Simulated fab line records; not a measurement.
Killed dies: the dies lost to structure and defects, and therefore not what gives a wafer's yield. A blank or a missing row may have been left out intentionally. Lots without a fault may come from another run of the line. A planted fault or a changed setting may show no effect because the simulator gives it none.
Chamber matching :: flow sky130 :: 4 sister chambers for SKY_VIA4_CMP_02 on cmp-01
The step polishes SiO2. 8 wafers are shown with their chamber, then 7 later ones without.

== WAFERS WITH THEIR CHAMBER ==
wafer: L150.6
chamber: 0
motorCurrentA (A): 13.7

wafer: L151.1
chamber: 0
motorCurrentA (A): 14.5

wafer: L151.3
chamber: 1
motorCurrentA (A): 11.5

wafer: L153.3
chamber: 2
motorCurrentA (A): 10.6

wafer: L153.4
chamber: 3
motorCurrentA (A): 10.1

wafer: L153.6
chamber: 2
motorCurrentA (A): 11.0

wafer: L154.1
chamber: 1
motorCurrentA (A): 12.4

wafer: L154.3
chamber: 3
motorCurrentA (A): 10.6

== WAFERS WITHOUT THEIR CHAMBER ==
wafer: L154.6
motorCurrentA (A): 10.9

wafer: L156.1
motorCurrentA (A): 10.4

wafer: L156.3
motorCurrentA (A): 10.5

wafer: L156.4
motorCurrentA (A): 14.1

wafer: L163.1
motorCurrentA (A): 10.6

wafer: L163.2
motorCurrentA (A): 9.9

wafer: L163.4
motorCurrentA (A): 10.7

== EACH ONE'S CHAMBER ==
wafer: L154.6
from the rows above: can't be placed: 2 or 3 or 1
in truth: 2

wafer: L156.1
from the rows above: can't be placed: 3 or 2
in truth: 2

wafer: L156.3
from the rows above: can't be placed: 3 or 2
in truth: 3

wafer: L156.4
from the rows above: 0
in truth: 0

wafer: L163.1
from the rows above: can't be placed: 2 or 3
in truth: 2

wafer: L163.2
from the rows above: can't be placed: 3 or 2
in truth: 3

wafer: L163.4
from the rows above: can't be placed: 2 or 3
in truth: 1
Placed correctly: 1 of 7. Unplaceable from these rows: 6, with the true chamber sitting among the candidates in 5. Placed wrongly: 0.
How it was worked out, from the rows above alone: a wafer's distance from a chamber is the root of the sum, over the readings, of the square of ((its reading less the chamber's mean) divided by the reading's scatter). If the next closest chamber is less than 2 further off than the closest, the wafer can't be placed; otherwise it belongs to the closest. The mean given for a chamber averages the wafers shown for that chamber. The scatter: take each reading less its chamber's mean, square it, sum over the shown wafers, divide by the number of wafers less the number of chambers, and take the root.
